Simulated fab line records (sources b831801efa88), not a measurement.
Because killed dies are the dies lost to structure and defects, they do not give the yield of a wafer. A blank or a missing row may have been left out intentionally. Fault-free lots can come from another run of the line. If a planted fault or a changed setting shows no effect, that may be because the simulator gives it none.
Which tool is to blame? || flow sky130 || Sampling: 11 lots, 33 wafers, 6 of 708 route steps

## WHAT THE GAUGES READ, wafer by wafer
SKY_LDD_HVP_OVL_MEAS_07.
{"lot": "L735", "measured": "day 21 13:41", "on": "overlay-02", "LDD_HVP_OVL (nm)": "0.3 0.3 0.0"}
{"lot": "L738", "measured": "day 22 14:29", "on": "overlay-02", "LDD_HVP_OVL (nm)": "0.9 0.0 0.8"}
{"lot": "L737", "measured": "day 22 14:31", "on": "overlay-02", "LDD_HVP_OVL (nm)": "3.1 3.2 2.8"}
{"lot": "L739", "measured": "day 23 04:05", "on": "overlay-01", "LDD_HVP_OVL (nm)": "-0.2 -1.5 2.3"}
{"lot": "L740", "measured": "day 23 08:20", "on": "overlay-02", "LDD_HVP_OVL (nm)": "1.1 0.8 1.0"}
{"lot": "L741", "measured": "day 24 01:44", "on": "overlay-01", "LDD_HVP_OVL (nm)": "2.7 1.5 1.5"}
{"lot": "L751", "measured": "day 27 17:39", "on": "overlay-01", "LDD_HVP_OVL (nm)": "-0.7 -1.1 -1.1"}
{"lot": "L752", "measured": "day 28 04:32", "on": "overlay-02", "LDD_HVP_OVL (nm)": "-1.6 0.6 0.1"}
{"lot": "L754", "measured": "day 28 14:53", "on": "overlay-02", "LDD_HVP_OVL (nm)": "1.4 1.1 1.7"}
{"lot": "L755", "measured": "day 28 15:47", "on": "overlay-01", "LDD_HVP_OVL (nm)": "-1.4 -1.8 -0.9"}
{"lot": "L757", "measured": "day 29 08:50", "on": "overlay-02", "LDD_HVP_OVL (nm)": "-1.5 1.7 -2.1"}

SKY_SD_N_RS_MEAS_16: a four-point-probe measurement.
{"lot": "L735", "measured": "day 27 22:50", "on": "film_metro-01", "SD_N_RS (ohm/sq)": "68.54 68.50 68.56"}
{"lot": "L738", "measured": "day 28 20:59", "on": "film_metro-01", "SD_N_RS (ohm/sq)": "68.61 68.57 68.67"}
{"lot": "L737", "measured": "day 28 20:20", "on": "film_metro-02", "SD_N_RS (ohm/sq)": "68.67 68.57 68.63"}
{"lot": "L739", "measured": "day 29 08:22", "on": "film_metro-01", "SD_N_RS (ohm/sq)": "68.57 68.77 68.72"}
{"lot": "L740", "measured": "day 29 13:05", "on": "film_metro-01", "SD_N_RS (ohm/sq)": "69.73 69.73 69.71 69.65 69.74 69.79"}
{"lot": "L741", "measured": "day 30 04:49", "on": "film_metro-03", "SD_N_RS (ohm/sq)": "69.89 69.77 69.68 69.84 69.64 69.67"}
{"lot": "L751", "measured": "day 33 14:45", "on": "film_metro-03", "SD_N_RS (ohm/sq)": "68.61 68.70 68.67"}
{"lot": "L752", "measured": "day 34 03:02", "on": "film_metro-03", "SD_N_RS (ohm/sq)": "68.69 68.62 68.59"}
{"lot": "L754", "measured": "day 34 10:43", "on": "film_metro-01", "SD_N_RS (ohm/sq)": "68.69 68.78 68.68"}
{"lot": "L755", "measured": "day 34 11:58", "on": "film_metro-01", "SD_N_RS (ohm/sq)": "68.69 68.79 68.44"}
{"lot": "L757", "measured": "day 35 02:47", "on": "film_metro-01", "SD_N_RS (ohm/sq)": "68.57 68.56 68.58"}

SKY_SD_N_RS_MEAS_18: a four-point-probe measurement.
{"lot": "L735", "measured": "day 27 23:05", "on": "film_metro-01", "RES_XHIGH_RS (ohm/sq)": "332.7 332.7 332.9"}
{"lot": "L738", "measured": "day 28 21:13", "on": "film_metro-01", "RES_XHIGH_RS (ohm/sq)": "332.9 334.0 331.7"}
{"lot": "L737", "measured": "day 28 20:34", "on": "film_metro-02", "RES_XHIGH_RS (ohm/sq)": "333.8 335.0 334.9"}
{"lot": "L739", "measured": "day 29 08:37", "on": "film_metro-01", "RES_XHIGH_RS (ohm/sq)": "331.9 333.0 330.4"}
{"lot": "L740", "measured": "day 29 16:14", "on": "film_metro-01", "RES_XHIGH_RS (ohm/sq)": "335.4 335.2 335.6"}
{"lot": "L741", "measured": "day 30 07:32", "on": "film_metro-03", "RES_XHIGH_RS (ohm/sq)": "332.8 332.5 332.5"}
{"lot": "L751", "measured": "day 33 14:59", "on": "film_metro-03", "RES_XHIGH_RS (ohm/sq)": "333.5 333.7 332.6"}
{"lot": "L752", "measured": "day 34 03:17", "on": "film_metro-03", "RES_XHIGH_RS (ohm/sq)": "332.7 332.7 331.4"}
{"lot": "L754", "measured": "day 34 10:58", "on": "film_metro-01", "RES_XHIGH_RS (ohm/sq)": "334.8 334.9 334.4"}
{"lot": "L755", "measured": "day 34 12:13", "on": "film_metro-01", "RES_XHIGH_RS (ohm/sq)": "332.6 333.6 333.1"}
{"lot": "L757", "measured": "day 35 03:02", "on": "film_metro-01", "RES_XHIGH_RS (ohm/sq)": "333.5 333.5 333.3"}

## WHICH TOOL RAN EACH LOT (tool, then ch and the chambers of the sampled wafers, then the start)
{"lot": "L735", "SKY_POLY_CUT_ETCH_11": "rie_diel-02 ch 1,2, day 24 04:11", "SKY_SD_N_IMPLANT_09": "implanter-04 ch 0, day 27 22:10", "SKY_SD_N_STRIP_11": "plasma_asher-04 ch 1, day 27 22:26"}
{"lot": "L738", "SKY_POLY_CUT_ETCH_11": "rie_diel-03 ch 0,1,3, day 25 05:35", "SKY_SD_N_IMPLANT_09": "implanter-04 ch 0, day 28 20:18", "SKY_SD_N_STRIP_11": "plasma_asher-02 ch 0,1, day 28 20:36"}
{"lot": "L737", "SKY_POLY_CUT_ETCH_11": "rie_diel-02 ch 1,2, day 25 05:26", "SKY_SD_N_IMPLANT_09": "implanter-03 ch 0, day 28 19:39", "SKY_SD_N_STRIP_11": "plasma_asher-02 ch 0,1, day 28 19:57"}
{"lot": "L739", "SKY_POLY_CUT_ETCH_11": "rie_diel-03 ch 0,3, day 25 17:38", "SKY_SD_N_IMPLANT_09": "implanter-04 ch 0, day 29 07:41", "SKY_SD_N_STRIP_11": "plasma_asher-01 ch 0,1, day 29 07:59"}
{"lot": "L740", "SKY_POLY_CUT_ETCH_11": "rie_diel-01 ch 0,1,2, day 25 22:20", "SKY_SD_N_IMPLANT_09": "implanter-04 ch 0, day 29 12:20", "SKY_SD_N_STRIP_11": "plasma_asher-01 ch 0, day 29 12:38"}
{"lot": "L741", "SKY_POLY_CUT_ETCH_11": "rie_diel-02 ch 0,1,2, day 26 14:53", "SKY_SD_N_IMPLANT_09": "implanter-04 ch 0, day 30 04:08", "SKY_SD_N_STRIP_11": "plasma_asher-01 ch 0,1, day 30 04:26"}
{"lot": "L751", "SKY_POLY_CUT_ETCH_11": "rie_diel-02 ch 0,1,3, day 30 03:20", "SKY_SD_N_IMPLANT_09": "implanter-04 ch 0, day 33 14:04", "SKY_SD_N_STRIP_11": "plasma_asher-04 ch 0,1, day 33 14:21"}
{"lot": "L752", "SKY_POLY_CUT_ETCH_11": "rie_diel-03 ch 1,2, day 30 15:53", "SKY_SD_N_IMPLANT_09": "implanter-04 ch 0, day 34 02:22", "SKY_SD_N_STRIP_11": "plasma_asher-01 ch 0,1, day 34 02:38"}
{"lot": "L754", "SKY_POLY_CUT_ETCH_11": "rie_diel-01 ch 1,2, day 31 01:50", "SKY_SD_N_IMPLANT_09": "implanter-04 ch 0, day 34 10:03", "SKY_SD_N_STRIP_11": "plasma_asher-02 ch 0,1, day 34 10:20"}
{"lot": "L755", "SKY_POLY_CUT_ETCH_11": "rie_diel-02 ch 0,2,3, day 31 02:56", "SKY_SD_N_IMPLANT_09": "implanter-01 ch 0, day 34 11:17", "SKY_SD_N_STRIP_11": "plasma_asher-01 ch 0,1, day 34 11:35"}
{"lot": "L757", "SKY_POLY_CUT_ETCH_11": "rie_diel-03 ch 0,2,3, day 31 18:50", "SKY_SD_N_IMPLANT_09": "implanter-04 ch 0, day 35 02:07", "SKY_SD_N_STRIP_11": "plasma_asher-02 ch 0,1, day 35 02:23"}
- SKY_POLY_CUT_ETCH_11: etches Si3N4 in CF4/CH2F2/Ar, stops on poly-Si, time 42.5 s, target depth 60 nm.
- SKY_SD_N_IMPLANT_09
- SKY_SD_N_STRIP_11: strips in O2/N2.

## WHAT THE TOOLS THEMSELVES READ (means of the sampled wafers that have a number; where no wafer has one, the mark that the record gives instead)
SKY_POLY_CUT_ETCH_11.
{"lot": "L735", "tool": "rie_diel-02", "drypump_motor_current_A (A)": 5.61, "oes_product_au (a.u.)": 0.831, "throttle_valve_pct (%)": 14.989}
{"lot": "L738", "tool": "rie_diel-03", "drypump_motor_current_A (A)": 5.96, "oes_product_au (a.u.)": 0.826, "throttle_valve_pct (%)": 14.998}
{"lot": "L737", "tool": "rie_diel-02", "drypump_motor_current_A (A)": 5.63, "oes_product_au (a.u.)": 0.833, "throttle_valve_pct (%)": 15.004}
{"lot": "L739", "tool": "rie_diel-03", "drypump_motor_current_A (A)": 6.04, "oes_product_au (a.u.)": 0.828, "throttle_valve_pct (%)": 14.993}
{"lot": "L740", "tool": "rie_diel-01", "drypump_motor_current_A (A)": 5.86, "oes_product_au (a.u.)": 0.828, "throttle_valve_pct (%)": 15.007}
{"lot": "L741", "tool": "rie_diel-02", "drypump_motor_current_A (A)": 5.51, "oes_product_au (a.u.)": 0.830, "throttle_valve_pct (%)": 14.995}
{"lot": "L751", "tool": "rie_diel-02", "drypump_motor_current_A (A)": 5.55, "oes_product_au (a.u.)": 0.823, "throttle_valve_pct (%)": 14.993}
{"lot": "L752", "tool": "rie_diel-03", "drypump_motor_current_A (A)": 5.59, "oes_product_au (a.u.)": 0.824, "throttle_valve_pct (%)": 14.987}
{"lot": "L754", "tool": "rie_diel-01", "drypump_motor_current_A (A)": 5.95, "oes_product_au (a.u.)": 0.820, "throttle_valve_pct (%)": 14.993}
{"lot": "L755", "tool": "rie_diel-02", "drypump_motor_current_A (A)": 5.42, "oes_product_au (a.u.)": 0.820, "throttle_valve_pct (%)": 14.993}
{"lot": "L757", "tool": "rie_diel-03", "drypump_motor_current_A (A)": 5.75, "oes_product_au (a.u.)": 0.829, "throttle_valve_pct (%)": 14.994}

SKY_SD_N_IMPLANT_09.
{"lot": "L735", "tool": "implanter-04", "beam_on_s (s)": 18.6, "dose_ions_cm2": 3.998e+15, "tilt_deg (degrees)": 0.008}
{"lot": "L738", "tool": "implanter-04", "beam_on_s (s)": 18.4, "dose_ions_cm2": 4.000e+15, "tilt_deg (degrees)": 0.023}
{"lot": "L737", "tool": "implanter-03", "beam_on_s (s)": 20.8, "dose_ions_cm2": 4.001e+15, "tilt_deg (degrees)": -0.013}
{"lot": "L739", "tool": "implanter-04", "beam_on_s (s)": 19.0, "dose_ions_cm2": 3.999e+15, "tilt_deg (degrees)": -0.006}
{"lot": "L740", "tool": "implanter-04", "beam_on_s (s)": 16.1, "dose_ions_cm2": 3.520e+15, "tilt_deg (degrees)": 0.009}
{"lot": "L741", "tool": "implanter-04", "beam_on_s (s)": 16.4, "dose_ions_cm2": 3.518e+15, "tilt_deg (degrees)": -0.011}
{"lot": "L751", "tool": "implanter-04", "beam_on_s (s)": 18.3, "dose_ions_cm2": 4.003e+15, "tilt_deg (degrees)": -0.010}
{"lot": "L752", "tool": "implanter-04", "beam_on_s (s)": 18.2, "dose_ions_cm2": 4.002e+15, "tilt_deg (degrees)": 0.010}
{"lot": "L754", "tool": "implanter-04", "beam_on_s (s)": 18.5, "dose_ions_cm2": 3.998e+15, "tilt_deg (degrees)": 0.003}
{"lot": "L755", "tool": "implanter-01", "beam_on_s (s)": 16.7, "dose_ions_cm2": 3.998e+15, "tilt_deg (degrees)": 0.020}
{"lot": "L757", "tool": "implanter-04", "beam_on_s (s)": 18.6, "dose_ions_cm2": 4.005e+15, "tilt_deg (degrees)": 0.024}

SKY_SD_N_STRIP_11.
{"lot": "L735", "tool": "plasma_asher-04", "drypump_motor_current_A (A)": 5.4, "oes_product_au (a.u.)": 0.531, "strip_time_to_endpoint_s (s)": 22.58}
{"lot": "L738", "tool": "plasma_asher-02", "drypump_motor_current_A (A)": 6.3, "oes_product_au (a.u.)": 0.526, "strip_time_to_endpoint_s (s)": 22.60}
{"lot": "L737", "tool": "plasma_asher-02", "drypump_motor_current_A (A)": 6.3, "oes_product_au (a.u.)": 0.526, "strip_time_to_endpoint_s (s)": 22.56}
{"lot": "L739", "tool": "plasma_asher-01", "drypump_motor_current_A (A)": 5.7, "oes_product_au (a.u.)": 0.521, "strip_time_to_endpoint_s (s)": 22.53}
{"lot": "L740", "tool": "plasma_asher-01", "drypump_motor_current_A (A)": 5.8, "oes_product_au (a.u.)": 0.532, "strip_time_to_endpoint_s (s)": 22.04}
{"lot": "L741", "tool": "plasma_asher-01", "drypump_motor_current_A (A)": 5.7, "oes_product_au (a.u.)": 0.536, "strip_time_to_endpoint_s (s)": 22.05}
{"lot": "L751", "tool": "plasma_asher-04", "drypump_motor_current_A (A)": 5.2, "oes_product_au (a.u.)": 0.526, "strip_time_to_endpoint_s (s)": 22.59}
{"lot": "L752", "tool": "plasma_asher-01", "drypump_motor_current_A (A)": 5.8, "oes_product_au (a.u.)": 0.528, "strip_time_to_endpoint_s (s)": 22.54}
{"lot": "L754", "tool": "plasma_asher-02", "drypump_motor_current_A (A)": 6.4, "oes_product_au (a.u.)": 0.525, "strip_time_to_endpoint_s (s)": 22.55}
{"lot": "L755", "tool": "plasma_asher-01", "drypump_motor_current_A (A)": 5.8, "oes_product_au (a.u.)": 0.525, "strip_time_to_endpoint_s (s)": 22.60}
{"lot": "L757", "tool": "plasma_asher-02", "drypump_motor_current_A (A)": 6.2, "oes_product_au (a.u.)": 0.526, "strip_time_to_endpoint_s (s)": 22.56}

## THE ANSWER, worked out from the rows above alone
Rule: what is usual is taken from the lots themselves. The widest of any qualifying gaps counts: lots, ordered by their means at a reading, are off when they make up no more than a third of the lots, leave a main group of 4 or more, and stand apart from it by 3 or more times the standard deviation of that group's means. If all means in a main group match to the digits the tables above print for the reading, that group is not used. A lot without any number at a reading at which 4 lots or more have one is off too. The other lots that the step has rows for count as sound. The gauges are gone through in route order, then the tools' own readings, and for those a lot's mean is taken as printed above. At the first step where some lot is off, the reading lying furthest off is the one used; lots without a number count as furthest.
Off: L740, L741, seen at SKY_SD_N_RS_MEAS_16 (SD_N_RS). Mean 68.63 ohm/sq and standard deviation 0.053 in the main group.
If a tool, at a process step before that reading, ran all the lots that are off and no sound lot after the first of them, it fits. Not tried: the gauges at SKY_SD_N_RS_MEAS_16; whatever is off there is also off at SKY_SD_N_IMPLANT_09, on other tools, and gauge error can't account for it. No candidate that was tried fits.

## WHAT HAD BEEN PUT IN BY THE SIMULATOR
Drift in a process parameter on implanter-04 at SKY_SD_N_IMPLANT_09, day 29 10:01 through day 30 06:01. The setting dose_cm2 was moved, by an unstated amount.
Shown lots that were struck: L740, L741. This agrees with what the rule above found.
